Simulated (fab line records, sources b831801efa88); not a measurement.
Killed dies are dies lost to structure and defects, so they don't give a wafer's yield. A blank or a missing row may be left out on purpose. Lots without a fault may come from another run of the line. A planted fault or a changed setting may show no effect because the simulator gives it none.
A struck lot beside a sound one | flow sky130 | 17 steps out of a route of 708
Sound: wafers L456.2, L456.3, L456.6. Struck: wafers L470.1, L470.2, L470.3. The cause comes at the end.
At each step with rows: each side's tool, then ch and its chambers, then its first start. Under that, the readings that differ: sound wafers | struck wafers | difference of the means | sigmas: that difference in standard deviations of wafers without a fault.
alike: readings whose means differ by less than 2 such deviations, and words and numbers that are the same on both sides. not compared: withheld readings, readings that some wafer has no value for, bounds like >300 that may hide the same value, and numbers for which the record gives no deviation and whose values overlap.
The two part at a step that has a row with sigmas, a row that says differs or no value, or rows on one side only. Numbers that don't overlap but have no deviation are shown without sigmas and don't part them. A reading that every wafer of one side lacks parts them only if that side has two wafers or more.

first, 5 steps without rows for these wafers: SKY_SD_N_COAT_02 (resist thk 1140 nm); SKY_SD_N_SOFTBAKE_03 (time 60 s); SKY_SD_N_EXPOSE_04 (exposes mask NSDM, target cd 380 nm); SKY_SD_N_PEB_05; SKY_SD_N_DEVELOP_06 (develop time 60 s).
SKY_SD_N_CD_MEAS_07: target cd 380 nm.
  sound on cd_sem-02, day 28 04:10; struck on cd_sem-01, day 33 13:43
  alike: cd_nm
SKY_SD_N_OVL_MEAS_08:
  sound on overlay-02, day 28 04:16; struck on overlay-02, day 33 13:50
  alike: SD_N_OVL
then, 2 steps without rows for these wafers: SKY_SD_N_IMPLANT_09; SKY_SD_N_IMPLANT_10.
SKY_SD_N_STRIP_11: strips in O2/N2.
  sound on plasma_asher-03 ch 0,1, day 28 04:35; struck on plasma_asher-04 ch 0,1, day 33 14:11
  alike: drypump_motor_current_A, oes_product_au, strip_time_to_endpoint_s
  not compared: rf_hours_counter_h
SKY_SD_N_TW_MEAS_12:
  sound on film_metro-02, day 28 04:42; struck on film_metro-03, day 33 14:17
  reading | sound          | struck         | difference | sigmas
  SD_N_TW | 3919 3937 3936 | 4010 4024 4042 | +95        | +2
then, 1 step without rows for these wafers: SKY_SD_N_CLEAN_13 (cleans in SC1/SC2, time 150 s).
SKY_SD_N_RTA_14: time 2 s.
  sound on rtp_anneal-02 ch 0, day 28 04:49; struck on rtp_anneal-01 ch 0, day 33 14:23
  reading            | sound                | struck               | difference | sigmas
  lamp_power_pct (%) | 15.78 15.71 15.68    | 15.95 15.81 15.87    | +0.15      | +3
  wafer_temp_C_max   | 1080.9 1077.9 1078.1 | 1088.2 1088.7 1086.1 | +8.7       | +6
  alike: ramp_up_c_per_s
SKY_SD_N_RS_MEAS_16: measures by four-point-probe.
  sound on film_metro-04, day 28 05:00; struck on film_metro-02, day 33 14:34
  reading          | sound             | struck            | difference | sigmas
  SD_N_RS (ohm/sq) | 68.46 68.66 68.62 | 66.65 66.79 66.75 | -1.85      | -14
SKY_SD_N_RS_MEAS_17: measures by four-point-probe.
  sound on film_metro-04, day 28 05:07; struck on film_metro-02, day 33 14:41
  reading          | sound             | struck            | difference | sigmas
  SD_P_RS (ohm/sq) | 147.0 146.7 147.1 | 138.0 138.2 138.2 | -8.8       | -21
SKY_SD_N_RS_MEAS_18: measures by four-point-probe.
  sound on film_metro-04, day 28 05:14; struck on film_metro-02, day 33 14:48
  alike: RES_XHIGH_RS
-- the record jumps here: 16 days lie between the struck wafers' starts before and after (it left off in module SD_N and takes up again in module PAD_OPEN, whose first step shown is number 708 of the route) --
SKY_PAD_OPEN_PROBE_99:
  sound on prober-02, day 46 01:12; struck on prober-02, day 49 20:31
  reading                              | sound             | struck            | difference | sigmas
  model.etest.res_xhigh_po.line_ohm_um | 5877 5712 5584    | 5269 5320 5049    | -512       |
  model.etest.res_xhigh_po.rs_ohm_sq   | 2039 1995 1961    | 1831 1877 1779    | -169       |
  model.etest.pfet_01v8.r_on_ohm_um    | 2822 2854 2866    | 2671 2664 2705    | -167       |
  model.etest.res_pdiff.line_ohm_um    | 1329 1342 1326    | 1294 1305 1246    | -51        |
  model.etest.res_high_po.line_ohm_um  | 757.1 744.6 733.1 | 707.4 710.6 679.5 | -45.8      |
  model.etest.licon_high_po.rc_ohm     | 359.2 360.8 365.8 | 304.6 322.1 324.4 | -44.9      |
  model.etest.res_high_po.rs_ohm_sq    | 263.4 259.8 260   | 244.7 249.3 239.7 | -16.5      |
  alike: killed_at_M0_to_M3, killed_at_M4_up, killed_at_contacts, killed_at_front_end, killed_at_other, killed_dies, killed_open, killed_short
  not compared: model.etest.res_ndiff.line_ohm_um

WHERE THEY PART
First at SKY_SD_N_TW_MEAS_12; last, within this record, at SKY_SD_N_RS_MEAS_17. Later steps at which nothing parts them and some readings are alike: SKY_SD_N_RS_MEAS_18, SKY_PAD_OPEN_PROBE_99.

WHY: what the simulator had put in
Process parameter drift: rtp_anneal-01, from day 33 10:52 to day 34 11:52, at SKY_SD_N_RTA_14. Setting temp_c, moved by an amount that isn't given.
